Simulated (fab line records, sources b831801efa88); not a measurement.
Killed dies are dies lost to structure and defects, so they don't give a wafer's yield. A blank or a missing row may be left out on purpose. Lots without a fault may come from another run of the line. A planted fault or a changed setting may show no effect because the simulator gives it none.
A struck lot beside a sound one | flow sky130 | 43 steps out of a route of 708
Sound: wafers L557.1, L557.3, L557.5. Struck: wafers L566.2, L566.3, L566.6. The cause comes at the end.
At each step with rows: each side's tool, then ch and its chambers, then its first start. Under that, the readings that differ: sound wafers | struck wafers | difference of the means | sigmas: that difference in standard deviations of wafers without a fault.
alike: readings whose means differ by less than 2 such deviations, and words and numbers that are the same on both sides. not compared: withheld readings, readings that some wafer has no value for, bounds like >300 that may hide the same value, and numbers for which the record gives no deviation and whose values overlap.
The two part at a step that has a row with sigmas, a row that says differs or no value, or rows on one side only. Numbers that don't overlap but have no deviation are shown without sigmas and don't part them. A reading that every wafer of one side lacks parts them only if that side has two wafers or more.

first, 7 steps without rows for these wafers: SKY_CAP2M_DEHYDRATE_05 (time 60 s); SKY_CAP2M_HMDS_06 (prime time 60 s); SKY_CAP2M_COAT_07 (resist thk 1140 nm); SKY_CAP2M_SOFTBAKE_08 (time 60 s); SKY_CAP2M_EXPOSE_09 (exposes mask CAP2M, target cd 1000 nm); SKY_CAP2M_PEB_10; SKY_CAP2M_DEVELOP_11 (develop time 60 s).
SKY_CAP2M_OVL_MEAS_12:
  sound on overlay-02, day 41 07:56; struck on overlay-01, day 43 20:30
  reading        | sound          | struck      | difference | sigmas
  CAP2M_OVL (nm) | -0.5 -0.4 -1.4 | 2.3 2.7 1.7 | +3.0       | +2
SKY_CAP2M_METAL_ETCH_13: etches TiN in Cl2/BCl3, stops on SiO2, target depth 220 nm, time 62.9 s.
  sound on rie_metal-01 ch 0,1, day 41 07:59; struck on rie_metal-01 ch 0,1, day 43 20:32
  alike: drypump_motor_current_A, oes_product_au, throttle_valve_pct
  not compared: rf_hours_counter_h
SKY_CAP2M_STRIP_14: strips in O2/N2.
  sound on plasma_asher-03 ch 1, day 41 08:03; struck on plasma_asher-02 ch 0,1, day 43 20:36
  alike: drypump_motor_current_A, oes_product_au, strip_time_to_endpoint_s
  not compared: rf_hours_counter_h
then, 2 steps without rows for these wafers: SKY_CAP2M_STRIP_15 (strips in post etch residue remover, time 1200 s); SKY_CAP2M_CLEAN_16 (cleans in IPA, time 180 s).
SKY_CAP2M_CLEAN_17: cleans in O3/DIW.
  sound on wet_bench-03 ch 0, day 41 08:35; struck on wet_bench-04 ch 2, day 43 21:07
then, 8 steps without rows for these wafers: SKY_METAL4_DEHYDRATE_05 (time 60 s); SKY_METAL4_HMDS_06 (prime time 60 s); SKY_METAL4_COAT_07 (resist thk 60 nm); SKY_METAL4_COAT_08 (resist thk 1140 nm); SKY_METAL4_SOFTBAKE_09 (time 90 s); SKY_METAL4_EXPOSE_10 (exposes mask MM4, target cd 300 nm); SKY_METAL4_PEB_11; SKY_METAL4_DEVELOP_12 (develop time 60 s).
SKY_METAL4_CD_MEAS_13: target cd 300 nm.
  sound on cd_sem-02, day 42 08:12; struck on cd_sem-01, day 44 19:49
  reading    | sound             | struck            | difference | sigmas
  cd_nm (nm) | 302.7 302.0 301.2 | 299.7 298.2 298.9 | -3.0       | -3
SKY_METAL4_OVL_MEAS_14:
  sound on overlay-01, day 42 08:19; struck on overlay-01, day 44 19:55
  alike: METAL4_OVL
then, 2 steps without rows for these wafers: SKY_METAL4_DESCUM_15 (chemistry O2, time 8 s); SKY_METAL4_ETCH_16 (etches BARC in N2/H2, stops on SiO2, time 88.2 s, target depth 60 nm).
SKY_METAL4_ETCH_17: etches SiO2 in C4F8/O2/Ar, stops on TiN, time 3.9 s, target depth 15 nm.
  sound on rie_diel-01 ch 1,3, day 42 08:29; struck on rie_diel-02 ch 1,3, day 44 20:05
  alike: oes_product_au
  not compared: rf_hours_counter_h
then, 1 step without rows for these wafers: SKY_METAL4_METAL_ETCH_18 (etches the open film in Cl2/BCl3, stops on SiO2, target depth 845 nm, time 183.1 s).
SKY_METAL4_STRIP_19: strips in O2/N2.
  sound on plasma_asher-03 ch 0,1, day 42 08:41; struck on plasma_asher-02 ch 0,1, day 44 20:17
  reading                     | sound       | struck      | difference | sigmas
  drypump_motor_current_A (A) | 5.2 5.3 5.2 | 6.4 6.4 5.6 | +0.9       | +2
  alike: oes_product_au, strip_time_to_endpoint_s
  not compared: rf_hours_counter_h
then, 4 steps without rows for these wafers: SKY_METAL4_STRIP_20 (strips in post etch residue remover, time 1200 s); SKY_METAL4_CLEAN_21 (cleans in IPA, time 180 s); SKY_METAL4_CLEAN_22 (cleans in O3/DIW); SKY_VIA4_HDPCVD_00 (deposits SiO2, target thk 1750 nm, time 291.7 s).
SKY_VIA4_THK_MEAS_01:
  sound on film_metro-03, day 42 09:29; struck on film_metro-03, day 44 21:24
  reading              | sound          | struck         | difference | sigmas
  VIA4_HDPCVD_THK (nm) | 1724 1727 1742 | 1770 1752 1776 | +35        | +2
SKY_VIA4_CMP_02: polishes SiO2.
  sound on cmp-01 ch 1,3, day 42 09:37; struck on cmp-01 ch 1,2, day 44 21:27
  alike: motor_current_A
SKY_VIA4_BOW_MEAS_03:
  sound on film_metro-01, day 42 09:52; struck on film_metro-01, day 44 21:46
  alike: VIA4_BOW
then, 7 steps without rows for these wafers: SKY_VIA4_DEHYDRATE_04 (time 60 s); SKY_VIA4_HMDS_05 (prime time 60 s); SKY_VIA4_COAT_06 (resist thk 1140 nm); SKY_VIA4_SOFTBAKE_07 (time 60 s); SKY_VIA4_EXPOSE_08 (exposes mask VIM4, target cd 800 nm); SKY_VIA4_PEB_09; SKY_VIA4_DEVELOP_10 (develop time 60 s).
-- the record jumps here: 4 days lie between the struck wafers' starts before and after (it left off in module VIA4 and takes up again in module PAD_OPEN, whose first step shown is number 708 of the route) --
SKY_PAD_OPEN_PROBE_99:
  sound on prober-02, day 46 07:30; struck on prober-02, day 48 12:07
  reading                               | sound              | struck            | difference | sigmas
  defect_limited_yield (%)              | 80.9 85.0 77.8     | 75.4 77.4 77.4    | -4.5       | -2
  killed_at_other                       | 1 0 0              | 25 28 26          | +26        | +46
  killed_dies                           | 94 74 109          | 121 111 111       | +22        | +2
  sort_bin_3_pad_short (%)              | 1.0 0.6 0.8        | 2.6 1.8 1.8       | +1.3       | +4
  sort_bin_5_function (%)               | 11.2 9.3 12.4      | 15.0 15.0 12.2    | +3.1       | +2
  sort_n_pass                           | 398 418 383        | 371 381 381       | -22        | -2
  sort_yield_pct (%)                    | 80.9 85.0 77.8     | 75.4 77.4 77.4    | -4.5       | -2
  model.etest.tester.sort_n_pass        | 398 418 383        | 371 381 381       | -22        |
  model.etest.tester.sort_yield_pct (%) | 80.89 84.96 77.85  | 75.41 77.44 77.44 | -4.47      |
  model.etest.tester.sort_bin_3_pct (%) | 1.016 0.6098 0.813 | 2.642 1.829 1.829 | +1.287     |
  alike: killed_at_M0_to_M3, killed_at_M4_up, killed_at_contacts, killed_at_front_end, killed_open, killed_short, sort_bin_6_memory
  not compared: model.etest.tester.sort_bin_5_pct

WHERE THEY PART
First at SKY_CAP2M_OVL_MEAS_12; last, within this record, at SKY_PAD_OPEN_PROBE_99.

WHY: what the simulator had put in
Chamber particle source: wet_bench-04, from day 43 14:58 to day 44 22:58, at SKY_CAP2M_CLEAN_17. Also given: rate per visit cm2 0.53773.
